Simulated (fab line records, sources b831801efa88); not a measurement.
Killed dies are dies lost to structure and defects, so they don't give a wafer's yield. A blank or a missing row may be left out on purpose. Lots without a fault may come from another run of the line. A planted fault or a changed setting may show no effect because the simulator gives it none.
fab line records | flow sky130
record lots=6 wafers=18 last_day=49
route steps=708 shown SD_P@327 RES_XHIGH@332 SD_N@342 SALICIDE@361 PAD_OPEN@708
lots that met no fault: from a run of the same line without faults
start_h: hours from the record's first day to the start of the lot's first wafer shown | wait_h: hours since the lot's step before | " the same as in the row above | L1.1+2: a row that stands for several wafers | - no value, or no start given | * or withheld: withheld | < > ~ a bound
route shown NAME@n: a module of which the file shows steps, and the number in the route of the first | usual: mean/standard deviation of fault-free wafers | same: alike in all rows | chamber/n: place in a boat | sites: the reading at each site | _std_site: their standard deviation | _edge_site: outer sites' mean less inner sites' | radius_mm: how far each site lies from the wafer's centre | mask NAME#n: copy n | behind: the tool/chamber that last shaped the wafer | hold: why the lot was held/for how many hours/how that ended | device: the transistor (n, p or np) that didn't switch | end of line: the same wafers' tests at the end of the route | a step without rows: its recipe alone | killed: dies lost to structure and defects at the first sort, not the wafer's yield | map: a wafer's dies, x killed, . not, _ none there
set.NAME: the setting as run; set.NAME@STEP: as run at that earlier step | model.NAME: the simulator's own value behind a step, which no gauge read
lots at some steps of the route; a table a step, a row a wafer
services: from which hour (start_h, from the record's first day; less than 0 if before it) a tool's chamber was out of use, for how many hours, and why
## steps
# step SKY_SD_P_CD_MEAS_07
# recipe target_cd_nm=380
# usual cd_nm=380.6/2.7
# columns lot.wafer tool chamber start_h wait_h cd_nm
L800.2 cd_sem-02 - 594.00 0.1 380.2
L800.4 " - " " 378.7
L800.5 " - " " 382.2
L801.1 cd_sem-01 - 605.33 0.1 382.6
L801.2 " - " " 383.3
L801.4 " - " " 381.4
L815.1 cd_sem-02 - 712.07 0.1 381.3
L815.2 " - " " 382.5
L815.6 " - " " 381.1
L817.2 cd_sem-02 - 728.58 0.1 382.5
L817.3 " - " " 385.2
L817.4 " - " " 385.7
L819.2 cd_sem-02 - 744.63 0.1 385.1
L819.5 " - " " 383.7
L819.6 " - " " 383.3
L820.1 cd_sem-01 - 747.98 0.1 381.5
L820.3 " - " " 378.8
L820.6 " - " " 378.4
# step SKY_SD_P_OVL_MEAS_08
# usual SD_P_OVL=0.2/1.2
# columns lot.wafer tool chamber start_h wait_h SD_P_OVL[nm]
L800.2 overlay-02 - 594.10 0.1 -0.9
L800.4 " - " " -1.7
L800.5 " - " " -0.1
L801.1 overlay-01 - 605.45 0.1 1.3
L801.2 " - " " -1.5
L801.4 " - " " -1.7
L815.1 overlay-02 - 712.19 0.1 0.5
L815.2 " - " " 0.7
L815.6 " - " " 1.8
L817.2 overlay-01 - 728.68 0.1 -2.4
L817.3 " - " " -0.5
L817.4 " - " " -1.2
L819.2 overlay-02 - 744.73 0.1 1.1
L819.5 " - " " 1.2
L819.6 " - " " 1.0
L820.1 overlay-01 - 748.10 0.1 0.3
L820.3 " - " " -0.2
L820.6 " - " " 0.5
# step SKY_SD_P_IMPLANT_09
# recipe species=BF2 energy_kev=20 dose_cm2=3e+15 tilt_deg=0
# step SKY_SD_P_STRIP_10
# recipe chemistry=O2/N2 power_w=1400 pressure_mtorr=1500 platen_temp_c=withheld o2_flow_sccm=3000 n2_flow_sccm=300 overash_fraction=0.5
# usual drypump_motor_current_A=5.96/0.27 n2_flow_sccm=300.1/0.85 oes_product_au=0.617/0.0042 strip_time_to_endpoint_s=17.49/0.039
# columns lot.wafer tool chamber start_h wait_h drypump_motor_current_A n2_flow_sccm oes_product_au rf_hours_counter_h strip_time_to_endpoint_s
L800.2 plasma_asher-02 0 594.28 0.1 5.93 300.8 0.619 16 17.46
L800.4 " 1 " " 6.01 299.4 0.615 - 17.47
L800.5 " 0 " " 5.93 300.6 0.619 - 17.48
L801.1 plasma_asher-02 0 605.63 0.1 5.93 300.8 0.618 18 17.42
L801.2 " 1 " " 6.00 299.4 0.608 18 17.50
L801.4 " 0 " " 5.94 299.9 0.614 - 17.47
L815.1 plasma_asher-02 0 712.38 0.1 5.96 299.9 0.619 29 17.47
L815.2 " 1 " " 6.02 299.9 0.618 29 17.51
L815.6 " 1 " " 6.02 298.3 0.616 - 17.50
L817.2 plasma_asher-03 1 728.86 0.1 5.79 299.6 0.622 84 17.41
L817.3 " 0 " " 6.35 301.1 0.621 - 17.45
L817.4 " 1 " " 5.79 298.8 0.619 - 17.46
L819.2 plasma_asher-03 1 744.91 0.1 5.78 299.3 0.622 86 17.51
L819.5 " 1 " " 5.80 300.7 0.616 - 17.55
L819.6 " 0 " " 6.35 300.6 0.616 - 17.51
L820.1 plasma_asher-01 1 748.39 0.1 5.43 299.9 0.625 64 17.49
L820.3 " 1 " " 5.41 299.8 0.618 - 17.44
L820.6 " 0 " " 6.10 300.5 0.611 - 17.45
# step SKY_SD_P_TW_MEAS_11
# usual SD_P_TW=2799/13
# columns lot.wafer tool chamber start_h wait_h SD_P_TW
L800.2 film_metro-03 - 594.39 0.1 2809
L800.4 " - " " 2812
L800.5 " - " " 2831
L801.1 film_metro-04 - 605.73 0.1 2806
L801.2 " - " " 2791
L801.4 " - " " 2794
L815.1 film_metro-04 - 712.48 0.1 2814
L815.2 " - " " 2805
L815.6 " - " " 2803
L817.2 film_metro-04 - 728.97 0.1 2782
L817.3 " - " " 2806
L817.4 " - " " 2786
L819.2 film_metro-04 - 745.02 0.1 2806
L819.5 " - " " 2814
L819.6 " - " " 2818
L820.1 film_metro-02 - 748.49 0.1 2802
L820.3 " - " " 2780
L820.6 " - " " 2782
# step SKY_RES_XHIGH_DEHYDRATE_00
# recipe temp_c=200 time_s=60
# step SKY_RES_XHIGH_HMDS_01
# recipe prime_time_s=60 prime_temp_c=120
# step SKY_RES_XHIGH_COAT_02
# recipe resist=NOVOLAK spin_rpm=3000 resist_thk_nm=1140
# step SKY_RES_XHIGH_SOFTBAKE_03
# recipe temp_c=90 time_s=60 resist=NOVOLAK
# step SKY_RES_XHIGH_EXPOSE_04
# recipe mask_id=URPM na=0.6 source_shape=conventional sigma_outer=0.6 polarization=unpolarized target_cd_nm=1270 dose_mj=140
# step SKY_RES_XHIGH_PEB_05
# recipe temp_c=withheld time_s=* resist=NOVOLAK
# step SKY_RES_XHIGH_DEVELOP_06
# recipe resist=NOVOLAK developer=TMAH develop_time_s=60 dev_temp_c=23
# step SKY_RES_XHIGH_IMPLANT_07
# recipe species=BF2 energy_kev=20 dose_cm2=3.6e+14 tilt_deg=0
# usual beam_on_s=35.9/2.4 tilt_deg=-0.001/0.02
# columns lot.wafer tool chamber start_h wait_h beam_on_s tilt_deg
L800.2 implanter-01 0 623.00 0.1 36.0 -0.014
L800.4 " 0 " " 36.1 -0.010
L800.5 " 0 " " 36.3 -0.030
L801.1 implanter-04 0 633.84 0.1 33.2 0.001
L801.2 " 0 " " 32.3 0.005
L801.4 " 0 " " 33.4 0.016
L815.1 implanter-04 0 740.07 0.1 34.2 0.000
L815.2 " 0 " " 33.7 -0.014
L815.6 " 0 " " 31.5 -0.001
L817.2 implanter-01 0 756.36 0.1 38.5 0.001
L817.3 " 0 " " 36.8 -0.001
L817.4 " 0 " " 36.9 -0.021
L819.2 implanter-01 0 771.36 0.1 36.6 -0.004
L819.5 " 0 " " 36.4 -0.001
L819.6 " 0 " " 36.9 -0.028
L820.1 implanter-02 0 774.38 0.1 39.1 0.005
L820.3 " 0 " " 38.7 0.020
L820.6 " 0 " " 38.8 0.043
# step SKY_RES_XHIGH_STRIP_08
# recipe chemistry=O2/N2 power_w=1400 pressure_mtorr=1500 platen_temp_c=withheld o2_flow_sccm=3000 n2_flow_sccm=300 overash_fraction=0.5
# usual drypump_motor_current_A=5.97/0.29 n2_flow_sccm=300.0/0.86 oes_product_au=0.711/0.0044 strip_time_to_endpoint_s=14.26/0.043
# columns lot.wafer tool chamber start_h wait_h drypump_motor_current_A n2_flow_sccm oes_product_au rf_hours_counter_h strip_time_to_endpoint_s
L800.2 plasma_asher-02 0 623.13 0.1 5.97 300.7 0.711 19 14.30
L800.4 " 0 " " 5.92 301.2 0.713 - 14.29
L800.5 " 1 " " 6.00 299.7 0.710 - 14.30
L801.1 plasma_asher-04 1 633.99 0.1 6.32 299.5 0.715 96 14.21
L801.2 " 0 " " 5.37 301.4 0.714 96 14.22
L801.4 " 1 " " 6.33 300.3 0.711 - 14.21
L815.1 plasma_asher-03 1 740.22 0.1 5.77 299.2 0.715 85 14.20
L815.2 " 0 " " 6.31 300.0 0.715 85 14.20
L815.6 " 1 " " 5.78 299.3 0.706 - 14.23
L817.2 plasma_asher-02 0 756.50 0.1 5.97 299.7 0.709 32 14.17
L817.3 " 0 " " 5.95 299.2 0.716 - 14.15
L817.4 " 1 " " 6.00 298.6 0.714 - 14.17
L819.2 plasma_asher-04 0 771.49 0.1 5.37 301.0 0.709 3 14.27
L819.5 " 1 " " 6.31 300.2 0.713 - 14.25
L819.6 " 0 " " 5.37 298.4 0.713 - 14.28
L820.1 plasma_asher-03 1 774.53 0.1 5.76 299.8 0.718 88 14.24
L820.3 " 1 " " 5.76 299.6 0.707 - 14.24
L820.6 " 1 " " 5.78 300.6 0.708 - 14.23
# step SKY_RES_XHIGH_TW_MEAS_09
# usual RES_XHIGH_TW=1623/9.1
# columns lot.wafer tool chamber start_h wait_h RES_XHIGH_TW
L800.2 film_metro-04 - 623.24 0.1 1616
L800.4 " - " " 1625
L800.5 " - " " 1633
L801.1 film_metro-02 - 634.09 0.1 1619
L801.2 " - " " 1614
L801.4 " - " " 1618
L815.1 film_metro-04 - 740.32 0.1 1616
L815.2 " - " " 1618
L815.6 " - " " 1616
L817.2 film_metro-03 - 756.66 0.1 1592
L817.3 " - " " 1583
L817.4 " - " " 1587
L819.2 film_metro-02 - 771.60 0.1 1589
L819.5 " - " " 1597
L819.6 " - " " 1594
L820.1 film_metro-04 - 774.63 0.1 1615
L820.3 " - " " 1622
L820.6 " - " " 1625
# step SKY_SD_N_DEHYDRATE_00
# recipe temp_c=200 time_s=60
# step SKY_SD_N_HMDS_01
# recipe prime_time_s=60 prime_temp_c=120
# step SKY_SD_N_COAT_02
# recipe resist=NOVOLAK spin_rpm=3000 resist_thk_nm=1140
# step SKY_SD_N_SOFTBAKE_03
# recipe temp_c=90 time_s=60 resist=NOVOLAK
# step SKY_SD_N_EXPOSE_04
# recipe mask_id=NSDM na=0.6 source_shape=conventional sigma_outer=0.6 polarization=unpolarized target_cd_nm=380 dose_mj=141
# step SKY_SD_N_PEB_05
# recipe temp_c=withheld time_s=* resist=NOVOLAK
# step SKY_SD_N_DEVELOP_06
# recipe resist=NOVOLAK developer=TMAH develop_time_s=60 dev_temp_c=23
# step SKY_SD_N_CD_MEAS_07
# recipe target_cd_nm=380
# usual cd_nm=379/3
# columns lot.wafer tool chamber start_h wait_h cd_nm
L800.2 cd_sem-01 - 651.58 0.1 378
L800.4 " - " " 380
L800.5 " - " " 380
L801.1 cd_sem-01 - 662.66 0.1 378
L801.2 " - " " 378
L801.4 " - " " 380
L815.1 cd_sem-02 - 767.14 0.1 382
L815.2 " - " " 383
L815.6 " - " " 381
L817.2 cd_sem-02 - 783.13 0.1 379
L817.3 " - " " 377
L817.4 " - " " 378
L819.2 cd_sem-02 - 797.56 0.1 375
L819.5 " - " " 374
L819.6 " - " " 374
L820.1 cd_sem-02 - 801.19 0.1 384
L820.3 " - " " 383
L820.6 " - " " 384
# step SKY_SD_N_OVL_MEAS_08
# usual SD_N_OVL=0.2/1.2
# columns lot.wafer tool chamber start_h wait_h SD_N_OVL[nm]
L800.2 overlay-02 - 651.68 0.1 -3.2
L800.4 " - " " -2.5
L800.5 " - " " -1.5
L801.1 overlay-01 - 662.78 0.1 1.7
L801.2 " - " " 1.0
L801.4 " - " " 1.3
L815.1 overlay-02 - 767.26 0.1 -1.9
L815.2 " - " " 0.2
L815.6 " - " " 0.3
L817.2 overlay-02 - 783.23 0.1 0.1
L817.3 " - " " -0.1
L817.4 " - " " -0.5
L819.2 overlay-02 - 797.66 0.1 -1.2
L819.5 " - " " -1.8
L819.6 " - " " -1.0
L820.1 overlay-02 - 801.31 0.1 2.2
L820.3 " - " " 0.6
L820.6 " - " " 0.3
# step SKY_SD_N_IMPLANT_09
# recipe species=As energy_kev=50 dose_cm2=4e+15 tilt_deg=0
# step SKY_SD_N_IMPLANT_10
# recipe species=P energy_kev=20 dose_cm2=1e+14 tilt_deg=0
# step SKY_SD_N_STRIP_11
# recipe chemistry=O2/N2 power_w=1400 pressure_mtorr=1500 platen_temp_c=withheld o2_flow_sccm=3000 n2_flow_sccm=300 overash_fraction=0.5
# usual drypump_motor_current_A=5.8/0.41 n2_flow_sccm=300.0/0.84 oes_product_au=0.527/0.0046 strip_time_to_endpoint_s=22.54/0.036
# columns lot.wafer tool chamber start_h wait_h drypump_motor_current_A n2_flow_sccm oes_product_au rf_hours_counter_h strip_time_to_endpoint_s
L800.2 plasma_asher-01 1 652.01 0.1 5.5 300.3 0.530 54 22.52
L800.4 " 1 " " 5.4 300.3 0.530 - 22.55
L800.5 " 0 " " 6.1 299.7 0.529 - 22.51
L801.1 plasma_asher-04 0 663.11 0.1 5.4 299.3 0.525 99 22.48
L801.2 " 1 " " 6.3 300.6 0.527 99 22.51
L801.4 " 0 " " 5.4 300.5 0.521 - 22.51
L815.1 plasma_asher-01 0 767.59 0.1 6.1 298.8 0.530 66 22.52
L815.2 " 1 " " 5.4 299.2 0.527 66 22.53
L815.6 " 0 " " 6.1 299.9 0.528 - 22.56
L817.2 plasma_asher-04 0 783.56 0.1 5.4 300.0 0.524 4 22.56
L817.3 " 1 " " 6.3 299.1 0.519 - 22.53
L817.4 " 0 " " 5.4 300.2 0.528 - 22.56
L819.2 plasma_asher-04 0 797.99 0.1 5.3 300.7 0.519 6 22.56
L819.5 " 1 " " 6.3 301.1 0.527 - 22.54
L819.6 " 0 " " 5.4 299.9 0.527 - 22.52
L820.1 plasma_asher-01 1 801.64 0.1 5.4 299.3 0.521 70 22.52
L820.3 " 1 " " 5.4 299.8 0.535 - 22.48
L820.6 " 1 " " 5.4 299.9 0.527 - 22.51
# step SKY_SD_N_TW_MEAS_12
# usual SD_N_TW=3952/26
# columns lot.wafer tool chamber start_h wait_h SD_N_TW
L800.2 film_metro-03 - 652.12 0.1 3988
L800.4 " - " " 3954
L800.5 " - " " 3957
L801.1 film_metro-03 - 663.21 0.1 3964
L801.2 " - " " 3947
L801.4 " - " " 3948
L815.1 film_metro-02 - 767.69 0.1 3914
L815.2 " - " " 3941
L815.6 " - " " 3921
L817.2 film_metro-03 - 783.67 0.1 3987
L817.3 " - " " 4004
L817.4 " - " " 3971
L819.2 film_metro-03 - 798.10 0.1 3955
L819.5 " - " " 3925
L819.6 " - " " 3952
L820.1 film_metro-03 - 801.74 0.1 3950
L820.3 " - " " 3946
L820.6 " - " " 3970
# step SKY_SD_N_CLEAN_13
# recipe chemistry=SC1/SC2 mix=1:4:20 temp_c=70 time_s=150 dry=n2_spin
# step SKY_SD_N_RTA_14
# recipe temp_c=1075 time_s=2 idle_temp_c=650 ramp_up_c_per_s=150 ramp_down_c_per_s=90 ambient=N2
# usual lamp_power_pct=15.74/0.052 wafer_temp_C_max=1077.9/1.2
# same time_s=2
# columns lot.wafer tool chamber start_h wait_h lamp_power_pct wafer_temp_C_max
L800.2 rtp_anneal-02 0 652.24 0.0 15.78 1079.0
L800.4 " 0 " " 15.68 1077.3
L800.5 " 0 " " 15.83 1077.8
L801.1 rtp_anneal-01 0 663.33 0.0 15.73 1077.2
L801.2 " 0 " " 15.74 1078.7
L801.4 " 0 " " 15.73 1076.1
L815.1 rtp_anneal-01 0 767.80 0.0 15.80 1076.8
L815.2 " 0 " " 15.72 1078.1
L815.6 " 0 " " 15.78 1076.9
L817.2 rtp_anneal-01 0 783.78 0.0 15.80 1079.9
L817.3 " 0 " " 15.77 1077.2
L817.4 " 0 " " 15.78 1078.4
L819.2 rtp_anneal-01 0 798.21 0.0 15.71 1079.1
L819.5 " 0 " " 15.76 1076.5
L819.6 " 0 " " 15.74 1077.9
L820.1 rtp_anneal-02 0 801.85 0.0 15.78 1078.5
L820.3 " 0 " " 15.81 1078.0
L820.6 " 0 " " 15.73 1076.9
# step SKY_SD_N_RS_MEAS_16
# recipe thk_meas_gauge=four-point-probe
# usual SD_N_RS=68.58/0.11
# columns lot.wafer tool chamber start_h wait_h SD_N_RS[ohm/sq]
L800.2 film_metro-04 - 652.42 0.1 68.50
L800.4 " - " " 68.67
L800.5 " - " " 68.44
L801.1 film_metro-04 - 663.50 0.1 68.56
L801.2 " - " " 68.51
L801.4 " - " " 68.70
L815.1 film_metro-03 - 767.98 0.1 68.40
L815.2 " - " " 68.67
L815.6 " - " " 68.60
L817.2 film_metro-02 - 783.97 0.1 68.64
L817.3 " - " " 68.66
L817.4 " - " " 68.57
L819.2 film_metro-04 - 798.40 0.1 68.73
L819.5 " - " " 68.79
L819.6 " - " " 68.72
L820.1 film_metro-02 - 802.08 0.1 68.60
L820.3 " - " " 68.60
L820.6 " - " " 68.56
# step SKY_SD_N_RS_MEAS_17
# recipe thk_meas_gauge=four-point-probe
# usual SD_P_RS=147.1/0.33
# columns lot.wafer tool chamber start_h wait_h SD_P_RS[ohm/sq]
L800.2 film_metro-04 - 652.54 0.1 147.6
L800.4 " - " " 147.0
L800.5 " - " " 147.6
L801.1 film_metro-04 - 663.62 0.1 147.0
L801.2 " - " " 147.1
L801.4 " - " " 147.0
L815.1 film_metro-03 - 768.10 0.1 146.9
L815.2 " - " " 147.3
L815.6 " - " " 147.4
L817.2 film_metro-02 - 784.09 0.1 146.8
L817.3 " - " " 147.2
L817.4 " - " " 147.1
L819.2 film_metro-04 - 798.52 0.1 147.2
L819.5 " - " " 147.1
L819.6 " - " " 147.6
L820.1 film_metro-02 - 802.20 0.1 146.7
L820.3 " - " " 146.6
L820.6 " - " " 147.0
# step SKY_SD_N_RS_MEAS_18
# recipe thk_meas_gauge=four-point-probe
# usual RES_XHIGH_RS=333.5/1.3
# columns lot.wafer tool chamber start_h wait_h RES_XHIGH_RS[ohm/sq]
L800.2 film_metro-04 - 652.66 0.1 332.4
L800.4 " - " " 332.5
L800.5 " - " " 333.3
L801.1 film_metro-04 - 663.74 0.1 333.7
L801.2 " - " " 333.8
L801.4 " - " " 333.0
L815.1 film_metro-03 - 768.22 0.1 334.6
L815.2 " - " " 333.7
L815.6 " - " " 333.8
L817.2 film_metro-02 - 784.21 0.1 354.2
L817.3 " - " " 354.6
L817.4 " - " " 355.6
L819.2 film_metro-04 - 798.64 0.1 350.6
L819.5 " - " " 351.4
L819.6 " - " " 351.1
L820.1 film_metro-02 - 802.32 0.1 333.7
L820.3 " - " " 335.5
L820.6 " - " " 334.2
# step SKY_SALICIDE_CLEAN_00
# recipe chemistry=HF-last time_s=30 dilution=100:1 dry=ipa_marangoni
# step SKY_PAD_OPEN_PROBE_99
# usual killed_at_M0_to_M3=43/6.6 killed_at_M4_up=3.4/1.8 killed_at_contacts=24/4.9 killed_at_front_end=15/4.1 killed_at_other=0.3/0.55 killed_dies=85/8.8 killed_open=46/6.1 killed_short=39/5.7
# same gross_dies=492 killed_at_back_side=0
# columns lot.wafer tool chamber start_h wait_h killed_at_M0_to_M3 killed_at_M4_up killed_at_contacts killed_at_front_end killed_at_other killed_dies killed_open killed_short model.etest.res_xhigh_po.rs_ohm_sq_range model.etest.res_xhigh_po.rs_ohm_sq_rim_less_centre
L800.2 prober-02 - 1081.48 0.1 42 1 26 26 0 95 56 39 70.97 -35.73
L800.4 prober-02 - 1081.58 0.2 46 2 25 29 1 103 60 43 70.6 -47.45
L800.5 prober-02 - 1081.63 0.2 50 3 37 15 0 105 60 45 50.56 -20.85
L801.1 prober-01 - 1093.30 0.1 52 7 28 14 0 101 57 44 59.32 4.949
L801.2 prober-01 - 1093.35 0.1 35 3 33 17 1 89 47 41 47.78 -0.4904
L801.4 prober-01 - 1093.45 0.2 45 5 31 12 0 93 41 52 51.04 -20.73
L815.1 prober-01 - 1161.23 0.1 46 0 21 17 0 84 52 32 112.7 -72.02
L815.2 prober-01 - 1161.28 0.1 48 3 25 8 0 84 45 39 123.3 -101.6
L815.6 prober-01 - 1161.48 0.2 43 5 25 14 0 87 45 42 99.78 -83.78
L817.2 prober-01 - 1174.45 0.1 39 1 20 16 0 76 38 38 1272 170.1
L817.3 prober-01 - 1174.50 0.2 37 5 22 20 1 85 51 34 1253 151.4
L817.4 prober-01 - 1174.55 0.2 47 4 27 17 0 95 51 42 1276 159.9
L819.2 prober-01 - 1183.56 0.1 56 5 19 19 0 99 48 50 1327 153.1
L819.5 prober-01 - 1183.71 0.2 47 1 26 13 0 87 51 36 1281 155.7
L819.6 prober-01 - 1183.76 0.2 52 6 23 12 0 93 46 47 1250 141.1
L820.1 prober-02 - 1185.01 0.1 33 5 21 20 0 79 42 37 67.57 30.95
L820.3 prober-02 - 1185.11 0.2 35 3 26 14 0 78 39 39 52.94 35.52
L820.6 prober-02 - 1185.26 0.2 43 2 23 10 1 79 46 33 55.06 34.01
# killed by level:class
L800.2 VIA1:geometric_particle:open=14 LI_CONTACT:geometric_particle:open=10 CONTACT:geometric_particle:open=9 VIA3:geometric_particle:open=9 FIELD_ISO:geometric_particle:short=6 FIELD_ISO:geometric_particle:open=6 POLY_GATE:geometric_particle:short=6 POLY_GATE:geometric_particle:open=4
L800.4 VIA1:geometric_particle:open=12 CONTACT:geometric_particle:open=11 FIELD_ISO:geometric_particle:open=8 VIA3:geometric_particle:open=8 CONTACT:geometric_particle:short=7 POLY_GATE:geometric_particle:short=7 METAL1:geometric_particle:short=6 METAL2:geometric_particle:short=6
L800.5 CONTACT:geometric_particle:open=17 VIA1:geometric_particle:open=16 VIA2:geometric_particle:open=8 CONTACT:geometric_particle:short=7 VIA3:geometric_particle:short=5 LI_CONTACT:geometric_particle:short=5 LI_CONTACT:geometric_particle:open=5 VIA1:geometric_particle:short=5
L801.1 CONTACT:geometric_particle:open=16 METAL2:geometric_particle:short=12 VIA1:geometric_particle:open=9 VIA2:geometric_particle:open=8 VIA1:geometric_particle:short=7 VIA3:geometric_particle:open=7 LI_CONTACT:geometric_particle:open=6 FIELD_ISO:geometric_particle:short=4
L801.2 VIA1:geometric_particle:open=10 CONTACT:geometric_particle:open=9 LI_CONTACT:geometric_particle:open=7 LOCAL_INTERCONNECT:geometric_particle:short=6 CONTACT:geometric_particle:short=5 VIA3:geometric_particle:open=5 FIELD_ISO:geometric_particle:short=4 LI_CONTACT:geometric_particle:short=4
L801.4 CONTACT:geometric_particle:open=10 METAL1:geometric_particle:short=7 VIA2:geometric_particle:short=7 LI_CONTACT:geometric_particle:short=6 LI_CONTACT:geometric_particle:open=6 CONTACT:geometric_particle:short=6 VIA1:geometric_particle:open=6 POLY_GATE:geometric_particle:short=5
L815.1 CONTACT:geometric_particle:open=12 VIA2:geometric_particle:open=11 VIA1:geometric_particle:open=8 METAL1:geometric_particle:short=6 FIELD_ISO:geometric_particle:open=5 POLY_GATE:geometric_particle:open=5 LOCAL_INTERCONNECT:geometric_particle:short=4 VIA2:geometric_particle:short=4
L815.2 LI_CONTACT:geometric_particle:open=11 METAL1:geometric_particle:short=7 VIA1:geometric_particle:short=7 VIA1:geometric_particle:open=7 CONTACT:geometric_particle:open=6 METAL2:geometric_particle:short=6 VIA3:geometric_particle:open=6 VIA2:geometric_particle:open=5
L815.6 VIA1:geometric_particle:open=11 CONTACT:geometric_particle:open=8 VIA2:geometric_particle:open=7 CONTACT:geometric_particle:short=6 METAL1:geometric_particle:short=6 METAL2:geometric_particle:short=6 POLY_GATE:geometric_particle:open=5 LOCAL_INTERCONNECT:geometric_particle:short=5
L817.2 CONTACT:geometric_particle:open=11 VIA1:geometric_particle:open=8 FIELD_ISO:geometric_particle:short=7 VIA2:geometric_particle:open=5 METAL1:geometric_particle:short=5 VIA3:geometric_particle:open=4 METAL2:geometric_particle:short=4 VIA2:geometric_particle:short=4
L817.3 VIA1:geometric_particle:open=10 CONTACT:geometric_particle:open=9 FIELD_ISO:geometric_particle:short=7 VIA2:geometric_particle:open=7 LI_CONTACT:geometric_particle:open=6 CONTACT:geometric_particle:short=5 VIA3:geometric_particle:open=5 FIELD_ISO:geometric_particle:open=4
L817.4 VIA2:geometric_particle:open=11 VIA1:geometric_particle:open=10 CONTACT:geometric_particle:open=10 LOCAL_INTERCONNECT:geometric_particle:short=6 CONTACT:geometric_particle:short=6 METAL3:geometric_particle:short=6 LI_CONTACT:geometric_particle:open=5 FIELD_ISO:geometric_particle:open=4
L819.2 VIA1:geometric_particle:open=12 METAL1:geometric_particle:short=9 CONTACT:geometric_particle:open=8 VIA1:geometric_particle:short=8 VIA3:geometric_particle:open=7 POLY_GATE:geometric_particle:short=6 METAL2:geometric_particle:short=6 SPACER:geometric_particle:open=4
L819.5 VIA1:geometric_particle:open=10 VIA3:geometric_particle:open=9 CONTACT:geometric_particle:open=9 VIA2:geometric_particle:open=9 LI_CONTACT:geometric_particle:open=6 CONTACT:geometric_particle:short=6 FIELD_ISO:geometric_particle:short=3 POLY_GATE:geometric_particle:short=3
L819.6 VIA1:geometric_particle:open=11 VIA2:geometric_particle:open=9 METAL1:geometric_particle:short=8 CONTACT:geometric_particle:open=7 CONTACT:geometric_particle:short=7 METAL2:geometric_particle:short=6 VIA3:geometric_particle:open=6 VIA2:geometric_particle:short=5
L820.1 VIA1:geometric_particle:open=11 LI_CONTACT:geometric_particle:open=6 POLY_GATE:geometric_particle:short=5 POLY_GATE:geometric_particle:open=5 LOCAL_INTERCONNECT:geometric_particle:short=5 CONTACT:geometric_particle:open=5 FIELD_ISO:geometric_particle:open=4 CONTACT:geometric_particle:short=4
L820.3 LI_CONTACT:geometric_particle:open=8 VIA1:geometric_particle:open=8 FIELD_ISO:geometric_particle:short=6 CONTACT:geometric_particle:open=5 VIA1:geometric_particle:short=5 LI_CONTACT:geometric_particle:short=4 LOCAL_INTERCONNECT:geometric_particle:short=4 CONTACT:geometric_particle:short=4
L820.6 VIA1:geometric_particle:open=11 CONTACT:geometric_particle:open=10 METAL2:geometric_particle:short=7 FIELD_ISO:geometric_particle:open=6 LI_CONTACT:geometric_particle:open=6 VIA2:geometric_particle:open=5 VIA1:geometric_particle:short=4 LOCAL_INTERCONNECT:geometric_particle:short=4
## services
# columns tool chamber start_h hours kind
plasma_asher-03 - 574.38 0.4 repair
plasma_asher-03 - 596.13 0.7 repair
plasma_asher-03 - 597.59 18.5 repair
plasma_asher-04 - 599.30 3.8 repair
plasma_asher-02 - 600.76 0.3 repair
implanter-02 - 653.01 1.2 repair
plasma_asher-04 - 663.99 4.2 repair
implanter-01 - 669.66 1.6 repair
implanter-04 - 690.71 4.5 pm
implanter-01 - 694.39 1.9 repair
implanter-02 - 702.03 0.7 repair
plasma_asher-02 - 717.03 2.8 pm
plasma_asher-02 - 721.55 6.8 repair
plasma_asher-04 - 733.75 9.0 pm
plasma_asher-04 0 733.75 9.0 vent_cycle
plasma_asher-04 1 733.75 9.0 vent_cycle
plasma_asher-04 0 742.75 - clean
plasma_asher-04 1 742.75 - clean
implanter-01 - 747.27 5.0 pm
plasma_asher-03 - 752.80 4.3 pm
implanter-02 - 753.10 5.8 repair
implanter-02 - 758.92 6.2 pm
plasma_asher-03 - 782.06 28.1 pm
## key
first_sign step=SKY_RES_XHIGH_TW_MEAS_09 reading=RES_XHIGH_TW direction=down sigmas=3.6 usual=1623 struck=1590
effect step=SKY_SD_N_RS_MEAS_18 reading=RES_XHIGH_RS direction=up sigmas=15 usual=333.5 struck=352.9
model_effect step=SKY_PAD_OPEN_PROBE_99 value=etest.res_xhigh_po.rs_ohm_sq_range without=143.3 struck=1276
met_at SKY_RES_XHIGH_IMPLANT_07
struck_wafers L817.2,L817.3,L817.4,L819.2,L819.5,L819.6
tester_left_out L817,L819
onset_between 623.00 756.36
also_fits SKY_SD_P_STRIP_10:plasma_asher-03
fault kind=process_parameter_drift tool=implanter-01 chamber=- onset_h=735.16 steps=SKY_RES_XHIGH_IMPLANT_07 channel=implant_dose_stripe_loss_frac offset=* shape=step end_h=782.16
# tester_left_out: of these lots the tester's yield and bins aren't shown, on N5 and GAA mostly nor the transistor test; their killed dies are dies lost to structure and defects alone, not to doping, threshold or leakage, so they don't give the yield
